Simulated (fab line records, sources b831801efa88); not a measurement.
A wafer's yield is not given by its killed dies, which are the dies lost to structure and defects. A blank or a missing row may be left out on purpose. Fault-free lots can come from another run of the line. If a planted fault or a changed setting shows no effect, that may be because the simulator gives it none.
A single fault, viewed from 2 desks ; flow gf180mcu ; every desk sees just its own numbers, and what lay behind them comes last

## TOOL OWNER'S DESK, hdpcvd-02
The tool's own readings at GF_V3_CVD_00 (deposits SiO2, target thk 600 nm, time 100 s): means of the sampled wafers that have a number, for each lot that ran on this tool. The brackets show how far a lot's mean lies from the usual mean; more than 4 standard deviations puts the lot out of limits, marked OUT.
Columns: A = pressure mtorr at GF_V3_CVD_00, usual 5.999 mTorr; B = sih4 flow sccm at GF_V3_CVD_00, usual 60.01 sccm
lot;first seen here;A;B
L859;day 21 20:53;6.001;59.98
L860;day 22 02:01;5.997;59.82
L865;day 24 00:48;5.994;40.10 (-99 or more) OUT
Finding of this desk: L865 out of limits; the first was L865 at day 24 00:48, on sih4 flow sccm at GF_V3_CVD_00. Within limits: L859, L860.

## THE METROLOGY DESK
What the gauges read, lot by lot, whatever tool the lot ran on: means of the sampled wafers that have a number. The brackets show how far a lot's mean lies from the usual mean; more than 4 standard deviations puts the lot out of limits, marked OUT.
Columns: A = V3_CVD_00_THK at GF_V3_THK_MEAS_01, usual 600 nm; B = V3_OVL at GF_V3_OVL_MEAS_15, usual 0 nm
lot;first seen here;A;B
L858;day 21 08:56;598;-6
L859;day 21 20:58;603;-2
L860;day 22 02:07;597;3
L865;day 24 00:52;399 (-32) OUT;-3
L869;day 25 07:06;598;-1
L870;day 25 14:42;601;3
L871;day 25 23:10;597;2
L874;day 26 18:01;601;-2
L876;day 27 11:16;593;-6
L878;day 27 22:26;601;0
L879;day 28 04:32;602;-1
L881;day 28 22:24;597;-0
This desk finds L865 out of limits, with the earliest case on L865 at day 24 00:52 (V3_CVD_00_THK at GF_V3_THK_MEAS_01). Within limits: L858, L859, L860, L869, L870, L871, L874, L876, L878, L879, L881.

## PUT TOGETHER
An alarm could have come from the tool owner's desk at day 24 00:48, on L865.
At day 24 00:52 the metrology desk could have sounded an alarm, on L865.
GF_V3_CVD_00 was run on hdpcvd-02 by each of the lots named.

## WHAT THE SIMULATOR HAD PUT IN
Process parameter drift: hdpcvd-02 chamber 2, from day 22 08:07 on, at GF_V3_CVD_00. The setting sih4 flow sccm was moved by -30, starting from 60. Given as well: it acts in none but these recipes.
Shown lots that were struck: L865.
Hours from the fault's start to each desk's first reading out of limits: the tool owner's desk, 41; the metrology desk, 41.
